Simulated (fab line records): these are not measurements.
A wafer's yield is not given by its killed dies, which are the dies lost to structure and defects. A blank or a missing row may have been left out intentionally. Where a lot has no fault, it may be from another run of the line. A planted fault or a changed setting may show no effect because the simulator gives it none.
The same fault as seen by 2 desks + flow gf180mcu + numbers are kept per desk, each desk with only its own; the story behind them comes last

AT THE TOOL OWNER'S DESK: pvdSputter-01
At GF_SALICIDE_SPUTTER_03 (material TiN, target thk 20 nm, time 16.7 s) the tool's own readings: per lot run on this tool, the mean of the sampled wafers that have a number. If a lot's mean is further than 4 standard deviations from the usual mean, the lot is out of limits and carries the mark OUT (the distance appears in the brackets).
Columns: A = cathodeDcPowerW at GF_SALICIDE_SPUTTER_03, usual 6499.9 W; B = throttleValvePct at GF_SALICIDE_SPUTTER_03, usual 30.0 %
| lot  | first seen here | A                        | B    |
|------|-----------------|--------------------------|------|
| L810 | day 15 13:16    | 6501.0                   | 30.5 |
| L811 | day 16 02:36    | 6500.9                   | 29.6 |
| L814 | day 17 09:59    | 6500.8                   | 30.2 |
| L823 | day 20 10:06    | 6237.8 (-99 or more) OUT | 29.7 |
| L824 | day 20 16:07    | 6238.1 (-99 or more) OUT | 30.1 |
This desk's finding: out of limits on L823, L824; first on L823, day 20 10:06 (cathodeDcPowerW at GF_SALICIDE_SPUTTER_03). In limits: L810, L811, L814.

METROLOGY DESK
Lot by lot, what the gauges showed, no matter which tool ran the lot: averages of those sampled wafers that carry a number. If a lot's mean is further than 4 standard deviations from the usual mean, the lot is out of limits and carries the mark OUT (the distance appears in the brackets).
Columns: A = SALICIDE_TIN_THK at GF_SALICIDE_THK_MEAS_05, usual 19.8 nm; B = CONTACT_CVD_00_THK at GF_CONTACT_THK_MEAS_01, usual 291 nm
| lot  | first seen here | A    | B   |
|------|-----------------|------|-----|
| L808 | day 15 02:22    | 19.9 | 294 |
| L809 | day 15 11:09    | 19.3 | 293 |
| L810 | day 15 13:26    | 20.3 | 290 |
| L811 | day 16 02:46    | 20.2 | 290 |
| L812 | day 16 10:45    | 19.8 | 293 |
| L814 | day 17 10:08    | 20.0 | 292 |
| L815 | day 17 17:49    | 19.9 | 291 |
| L822 | day 20 06:14    | 19.6 | 291 |
| L823 | day 20 10:15    | 19.1 | 288 |
| L824 | day 20 16:16    | 18.7 | 291 |
| L827 | day 21 17:08    | 19.8 | 294 |
| L828 | day 21 21:16    | 19.4 | 292 |
Finding of this desk: none of the 12 lots has anything out of limits.

ALL TOGETHER
An alarm could have come from the tool owner's desk at day 20 10:06, on L823, L824.
From the metrology desk's view, nothing was out of limits.
The metrology desk holds a record of L823, L824, inside its limits.
On pvdSputter-01, each named lot ran GF_SALICIDE_SPUTTER_03.

WHAT HAD BEEN PUT IN BY THE SIMULATOR
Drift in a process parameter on pvdSputter-01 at GF_SALICIDE_SPUTTER_03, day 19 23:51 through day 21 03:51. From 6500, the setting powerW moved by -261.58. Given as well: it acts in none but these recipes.
Struck lots among those shown: L823, L824.
Each desk's first reading out of limits, in hours after the fault started: the tool owner's desk, 10.
